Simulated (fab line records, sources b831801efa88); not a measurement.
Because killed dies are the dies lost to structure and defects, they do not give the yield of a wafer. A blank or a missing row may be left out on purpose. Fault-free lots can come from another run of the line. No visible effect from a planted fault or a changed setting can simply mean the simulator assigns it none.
Which tool was responsible? | flow gf180mcu | 15 lots with 42 wafers sampled at 2 steps, on a route of 602 steps

WHAT THE GAUGES SHOWED, per wafer
GF_VT_IMPLANT_TW_MEAS_43.
lot  | measured     | on           | VT_IMPLANT_4_TW
L979 | day 7 11:47  | filmMetro-02 | 691 693 695
L980 | day 7 18:34  | filmMetro-02 | 694 694 694
L981 | day 8 01:41  | filmMetro-02 | 687 692 694
L982 | day 8 09:30  | filmMetro-04 | 691 693 691
L983 | day 8 17:43  | filmMetro-01 | 691 693 689
L989 | day 10 11:10 | filmMetro-02 | 693 694
L990 | day 10 14:47 | filmMetro-01 | 696 697
L991 | day 10 22:49 | filmMetro-01 | 695 695
L992 | day 11 04:52 | filmMetro-01 | 698 695 698
L993 | day 11 10:35 | filmMetro-02 | 694 688 693
L994 | day 11 18:47 | filmMetro-01 | 697 694 694
L995 | day 12 02:11 | filmMetro-02 | 688 685 687
L100 | day 13 11:44 | filmMetro-02 | 690 691 687
L101 | day 13 19:20 | filmMetro-01 | 690 696 693
L102 | day 13 22:25 | filmMetro-04 | 689 684 689

GF_HV_LDD_THK_MEAS_55.
lot  | measured     | on           | HV_LDD_CVD_54_THK (nm)
L979 | day 12 09:41 | filmMetro-01 | 9.99 9.94 9.91
L980 | day 12 16:02 | filmMetro-04 | 9.82 9.81 9.90
L981 | day 13 01:46 | filmMetro-04 | 9.88 9.84 9.98
L982 | day 13 10:47 | filmMetro-01 | 10.01 10.15 10.06
L983 | day 13 18:28 | filmMetro-01 | 10.10 10.14 10.06
L989 | day 15 21:47 | filmMetro-04 | 9.97 9.98
L990 | day 16 02:17 | filmMetro-03 | 9.99 10.18
L991 | day 16 17:29 | filmMetro-04 | 10.10 10.17
L992 | day 16 22:15 | filmMetro-03 | 9.86 9.89 9.95
L993 | day 17 05:35 | filmMetro-03 | 9.95 9.86 9.93
L994 | day 17 12:33 | filmMetro-03 | 10.01 10.14 10.11
L995 | day 17 21:49 | filmMetro-03 | 9.84 9.96 9.89
L100 | day 19 13:56 | filmMetro-01 | 9.91 10.01 9.96
L101 | day 19 19:51 | filmMetro-01 | 9.81 9.88 9.98
L102 | day 20 02:37 | filmMetro-01 | 10.28 10.24 10.13

WHICH TOOL RAN EACH LOT (tool, then ch and the chambers of the sampled wafers, then the start)
The record shows no process step preceding these readings.

AS READ BY THE TOOLS THEMSELVES (means over the sampled wafers that have a number; for cases with no such wafer, the mark the record gives instead)
The record holds no such reading with a usual standard deviation.

THE ANSWER, worked out from the rows above alone
Rule: what is usual is taken from the lots themselves. Put in order of their means at a reading, lots are off if they are a third of the lots or fewer, leave a main group of 4 or more, and stand apart from it by a gap of 3 or more times the standard deviation of the main group's means; of several such gaps the widest counts. A main group is skipped when, at the precision printed for the reading in the tables above, its means are all equal. A lot without any number at a reading at which 4 lots or more have one is off too. Any other lot the step has rows for is counted as sound. The gauges are gone through in route order, then the tools' own readings, and for those a lot's mean is taken as printed above. The first step at which some lot is off is used, and at that step the reading that is off furthest; a lot without a number counts as furthest.
Nothing can be told from this: no lot is off at any reading shown.

WHAT HAD BEEN PUT IN BY THE SIMULATOR
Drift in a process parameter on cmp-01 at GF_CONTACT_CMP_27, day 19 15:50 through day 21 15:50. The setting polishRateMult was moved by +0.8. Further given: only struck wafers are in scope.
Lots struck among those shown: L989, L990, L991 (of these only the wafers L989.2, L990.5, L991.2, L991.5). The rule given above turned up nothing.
